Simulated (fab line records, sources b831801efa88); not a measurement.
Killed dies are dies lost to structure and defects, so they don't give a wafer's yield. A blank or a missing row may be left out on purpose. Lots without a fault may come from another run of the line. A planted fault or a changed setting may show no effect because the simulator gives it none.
fab line records | flow sky130
record lots=15 wafers=45 last_day=50
route steps=708 shown SD_N@353 RES_XHIGH@360 LI_CONTACT@375
lots that met no fault: from a run of the same line without faults
start_h: hours from the record's first day to the start of the lot's first wafer shown | wait_h: hours since the lot's step before | " the same as in the row above | L1.1+2: a row that stands for several wafers | - no value, or no start given | * or withheld: withheld | < > ~ a bound
route shown NAME@n: a module of which the file shows steps, and the number in the route of the first | usual: mean/standard deviation of fault-free wafers | same: alike in all rows | chamber/n: place in a boat | sites: the reading at each site | _std_site: their standard deviation | _edge_site: outer sites' mean less inner sites' | radius_mm: how far each site lies from the wafer's centre | mask NAME#n: copy n | behind: the tool/chamber that last shaped the wafer | hold: why the lot was held/for how many hours/how that ended | device: the transistor (n, p or np) that didn't switch | end of line: the same wafers' tests at the end of the route | a step without rows: its recipe alone | killed: dies lost to structure and defects at the first sort, not the wafer's yield | map: a wafer's dies, x killed, . not, _ none there
set.NAME: the setting as run; set.NAME@STEP: as run at that earlier step | model.NAME: the simulator's own value behind a step, which no gauge read
steps of the route over a sample of lots; a table a step, a row a wafer
services: from which hour (start_h, from the record's first day; less than 0 if before it) a tool's chamber was out of use, for how many hours, and why
## steps
# step SKY_SD_N_STRIP_11
# recipe chemistry=O2/N2 power_w=1400 pressure_mtorr=1500 platen_temp_c=withheld o2_flow_sccm=3000 n2_flow_sccm=300 overash_fraction=0.5
# usual chamber_pressure_mTorr=1500.0/1.3 drypump_motor_current_A=5.8/0.41 oes_product_au=0.528/0.0045 strip_time_to_endpoint_s=22.49/0.038
# columns lot.wafer tool chamber start_h wait_h chamber_pressure_mTorr drypump_motor_current_A oes_product_au rf_hours_counter_h strip_time_to_endpoint_s
L836.2 plasma_asher-04 0 643.80 0.1 1498.4 5.4 0.523 97 22.51
L836.3 " 0 " " 1501.4 5.4 0.527 - 22.53
L836.6 " 1 " " 1497.6 6.7 0.528 - 22.49
L837.2 plasma_asher-01 0 657.48 0.1 1501.8 6.0 0.530 78 22.52
L837.3 " 1 " " 1500.4 5.6 0.535 - 22.51
L837.6 " 0 " " 1497.6 6.0 0.524 - 22.51
L838.1 plasma_asher-04 1 662.85 0.1 1500.2 6.7 0.531 99 22.49
L838.5 " 0 " " 1501.8 5.4 0.536 - 22.48
L838.6 " 1 " " 1499.0 6.7 0.531 - 22.49
L841.2 plasma_asher-02 0 691.48 0.1 1496.8 5.5 0.530 56 22.48
L841.4 " 1 " " 1499.9 6.0 0.539 - 22.52
L841.5 " 1 " " 1501.0 5.9 0.530 - 22.49
L842.3 plasma_asher-02 1 700.08 0.1 1500.3 5.9 0.524 - 22.51
L842.4 " 0 " " 1500.1 5.5 0.531 - 22.49
L842.5 " 0 " " 1500.3 5.5 0.528 - 22.48
L843.3 plasma_asher-01 0 712.47 0.1 1499.6 6.0 0.529 - 22.52
L843.4 " 1 " " 1500.8 5.6 0.527 - 22.51
L843.5 " 1 " " 1498.3 5.7 0.523 - 22.51
L844.4 plasma_asher-02 1 715.42 0.1 1498.7 6.0 0.516 - 22.47
L844.5 " 0 " " 1497.7 5.5 0.528 - 22.47
L844.6 " 1 " " 1500.3 6.0 0.525 - 22.49
L849.1 plasma_asher-01 1 754.05 0.1 1499.7 5.6 0.528 88 22.46
L849.2 " 0 " " 1500.5 6.0 0.523 88 22.44
L849.3 " 0 " " 1501.2 6.0 0.527 - 22.42
L852.4 plasma_asher-01 0 782.87 0.1 - - - - -
L852.5 " 1 " " - - - - -
L852.6 " 0 " " - - - - -
L853.1 plasma_asher-04 0 787.49 0.1 - - - - -
L853.3 " 1 " " - - - - -
L853.5 " 1 " " - - - - -
L854.1 plasma_asher-04 1 790.09 0.1 - - - - -
L854.3 " 0 " " - - - - -
L854.5 " 1 " " - - - - -
L855.3 plasma_asher-04 0 800.42 0.1 1501.0 5.4 0.538 - 22.52
L855.5 " 0 " " 1502.5 5.3 0.529 - 22.49
L855.6 " 1 " " 1499.7 6.7 0.518 - 22.52
L856.1 plasma_asher-04 0 805.29 0.1 1500.0 5.3 0.523 6 22.46
L856.2 " 1 " " 1501.2 6.7 0.530 6 22.47
L856.3 " 1 " " 1501.5 6.7 0.532 - 22.45
L857.3 plasma_asher-01 1 813.62 0.1 1499.4 5.6 0.528 - 22.46
L857.4 " 0 " " 1502.1 6.0 0.523 - 22.49
L857.5 " 0 " " 1499.8 5.9 0.516 - 22.46
L858.1 plasma_asher-02 0 818.50 0.1 1499.2 5.5 0.518 69 22.53
L858.3 " 1 " " 1501.8 6.0 0.531 - 22.51
L858.6 " 1 " " 1498.5 6.0 0.527 - 22.50
# step SKY_SD_N_RS_MEAS_18
# recipe thk_meas_gauge=four-point-probe
# usual RES_XHIGH_RS=330.0/1.2
# columns lot.wafer tool chamber start_h wait_h RES_XHIGH_RS[ohm/sq]
L836.2 film_metro-01 - 644.45 0.1 329.3
L836.3 " - " " 329.2
L836.6 " - " " 328.9
L837.2 film_metro-01 - 658.13 0.1 326.5
L837.3 " - " " 327.2
L837.6 " - " " 327.2
L838.1 film_metro-02 - 663.47 0.1 331.6
L838.5 " - " " 332.6
L838.6 " - " " 330.8
L841.2 film_metro-02 - 692.13 0.1 330.1
L841.4 " - " " 330.2
L841.5 " - " " 330.6
L842.3 film_metro-01 - 700.71 0.1 330.7
L842.4 " - " " 330.7
L842.5 " - " " 329.6
L843.3 film_metro-04 - 713.10 0.1 329.2
L843.4 " - " " 329.6
L843.5 " - " " 331.7
L844.4 film_metro-04 - 716.07 0.1 329.6
L844.5 " - " " 331.2
L844.6 " - " " 330.0
L849.1 film_metro-04 - 754.68 0.1 330.6
L849.2 " - " " 330.1
L849.3 " - " " 330.3
L852.4 film_metro-04 - 783.54 0.1 329.7
L852.5 " - " " 329.3
L852.6 " - " " 329.7
L853.1 film_metro-02 - 788.11 0.1 329.2
L853.3 " - " " 329.2
L853.5 " - " " 330.1
L854.1 film_metro-04 - 790.71 0.1 329.8
L854.3 " - " " 329.9
L854.5 " - " " 329.6
L855.3 film_metro-02 - 801.05 0.1 329.9
L855.5 " - " " 330.5
L855.6 " - " " 329.2
L856.1 film_metro-04 - 805.91 0.1 330.4
L856.2 " - " " 332.4
L856.3 " - " " 330.9
L857.3 film_metro-01 - 814.25 0.1 328.7
L857.4 " - " " 328.4
L857.5 " - " " 327.7
L858.1 film_metro-01 - 819.12 0.1 330.4
L858.3 " - " " 329.7
L858.6 " - " " 331.8
# step SKY_LI_CONTACT_OVL_MEAS_13
# usual LI_CONTACT_OVL=1/5
# columns lot.wafer tool chamber start_h wait_h LI_CONTACT_OVL[nm]
L836.2 overlay-02 - 674.16 0.1 -2
L836.3 " - " " -1
L836.6 " - " " 0
L837.2 overlay-01 - 687.36 0.1 -3
L837.3 " - " " 2
L837.6 " - " " 4
L838.1 overlay-02 - 692.71 0.1 8
L838.5 " - " " 7
L838.6 " - " " 1
L841.2 overlay-01 - 720.12 0.1 1
L841.4 " - " " 0
L841.5 " - " " 5
L842.3 overlay-01 - 728.52 0.1 -5
L842.4 " - " " -2
L842.5 " - " " -8
L843.3 overlay-02 - 740.72 0.1 3
L843.4 " - " " -1
L843.5 " - " " -1
L844.4 overlay-02 - 744.38 0.1 0
L844.5 " - " " 13
L844.6 " - " " 5
L849.1 overlay-01 - 782.21 0.1 -3
L849.2 " - " " 2
L849.3 " - " " 3
L852.4 overlay-02 - 810.62 0.1 2
L852.5 " - " " 4
L852.6 " - " " 2
L853.1 overlay-02 - 815.35 0.1 -3
L853.3 " - " " 6
L853.5 " - " " -3
L854.1 overlay-02 - 817.10 0.1 -6
L854.3 " - " " -7
L854.5 " - " " -15
L855.3 overlay-02 - 828.03 0.1 -2
L855.5 " - " " -5
L855.6 " - " " 4
L856.1 overlay-02 - 833.74 0.1 -2
L856.2 " - " " 8
L856.3 " - " " -5
L857.3 overlay-02 - 841.32 0.1 -4
L857.4 " - " " -1
L857.5 " - " " -1
L858.1 overlay-02 - 846.06 0.1 -2
L858.3 " - " " -1
L858.6 " - " " 0
# step SKY_LI_CONTACT_SPUTTER_19
# recipe material=Ti target_thk_nm=20 chamber_pressure_pa=5 power_w=2500 substrate_temp_c=200 time_s=106.37
# usual throttle_valve_pct=30.2/0.85
# columns lot.wafer tool chamber start_h wait_h throttle_valve_pct
L836.2 pvd_sputter-02 - 674.61 0.0 31.1
L836.3 " - " " 29.8
L836.6 " - " " 31.1
L837.2 pvd_sputter-02 - 687.81 0.0 29.6
L837.3 " - " " 30.9
L837.6 " - " " 29.4
L838.1 pvd_sputter-02 - 693.20 0.0 30.7
L838.5 " - " " 30.0
L838.6 " - " " 31.2
L841.2 pvd_sputter-04 - 720.59 0.0 30.0
L841.4 " - " " 27.8
L841.5 " - " " 30.9
L842.3 pvd_sputter-04 - 728.96 0.0 29.9
L842.4 " - " " 28.0
L842.5 " - " " 30.6
L843.3 pvd_sputter-03 - 741.19 0.0 30.8
L843.4 " - " " 30.8
L843.5 " - " " 30.1
L844.4 pvd_sputter-02 - 744.84 0.0 31.4
L844.5 " - " " 29.7
L844.6 " - " " 30.9
L849.1 pvd_sputter-04 - 782.69 0.0 27.9
L849.2 " - " " 30.9
L849.3 " - " " 30.4
L852.4 pvd_sputter-03 - 811.06 0.0 30.9
L852.5 " - " " 30.9
L852.6 " - " " 30.0
L853.1 pvd_sputter-02 - 815.81 0.0 29.9
L853.3 " - " " 30.8
L853.5 " - " " 30.5
L854.1 pvd_sputter-04 - 817.56 0.0 31.0
L854.3 " - " " 30.0
L854.5 " - " " 30.3
L855.3 pvd_sputter-02 - 828.47 0.0 30.4
L855.5 " - " " 31.1
L855.6 " - " " 29.8
L856.1 pvd_sputter-04 - 834.20 0.0 30.2
L856.2 " - " " 27.7
L856.3 " - " " 30.9
L857.3 pvd_sputter-03 - 841.76 0.0 29.8
L857.4 " - " " 31.4
L857.5 " - " " 30.0
L858.1 pvd_sputter-04 - 846.70 0.0 27.6
L858.3 " - " " 30.1
L858.6 " - " " 27.9
## services
# columns tool chamber start_h hours kind
pvd_sputter-04 - 629.05 3.4 repair
pvd_sputter-03 - 657.15 11.7 repair
plasma_asher-02 - 658.97 1.3 repair
pvd_sputter-02 - 663.56 1.7 repair
plasma_asher-04 - 689.17 3.7 repair
pvd_sputter-03 - 689.20 3.6 repair
plasma_asher-02 - 703.63 6.9 repair
pvd_sputter-04 - 711.39 7.0 repair
pvd_sputter-02 - 715.28 1.4 repair
plasma_asher-04 - 720.81 1.5 repair
plasma_asher-04 - 733.75 9.0 pm
plasma_asher-04 0 733.75 9.0 vent_cycle
plasma_asher-04 1 733.75 9.0 vent_cycle
plasma_asher-04 0 742.75 - clean
plasma_asher-04 1 742.75 - clean
pvd_sputter-03 - 801.55 6.2 repair
pvd_sputter-04 - 826.34 2.9 repair
pvd_sputter-02 - 835.46 11.5 repair
## key
first_sign step=SKY_SD_N_STRIP_11 reading=tool_record direction=missing
effect none on later readings
met_at SKY_SD_N_STRIP_11
struck_lots L852,L853,L854
later_rows_left_out L852.4,L852.5,L852.6,L853.1,L853.3,L853.5,L854.1,L854.3,L854.5
sort_left_out L852.4,L852.5,L852.6,L853.1,L853.3,L853.5,L854.1,L854.3,L854.5
tester_left_out L852,L853,L854
not_acting_at SKY_SD_N_RS_MEAS_18,SKY_LI_CONTACT_OVL_MEAS_13,SKY_LI_CONTACT_SPUTTER_19
onset_between 754.05 782.87
fault kind=skipped_step_whole tool=plasma_asher-01,plasma_asher-04 chamber=- onset_h=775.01 steps=SKY_SD_N_STRIP_11 scope=struck_lots_only
# tester_left_out: of these lots the tester's yield and bins aren't shown, on N5 and GAA mostly nor the transistor test; their killed dies are dies lost to structure and defects alone, not to doping, threshold or leakage, so they don't give the yield
# sort_left_out: the simulated sort isn't trusted on such a fault, so these wafers' sort isn't shown, and their yield isn't known
# later_rows_left_out: the simulator's readings of these wafers behind a module that went badly wrong aren't trusted and aren't shown, but for the sort
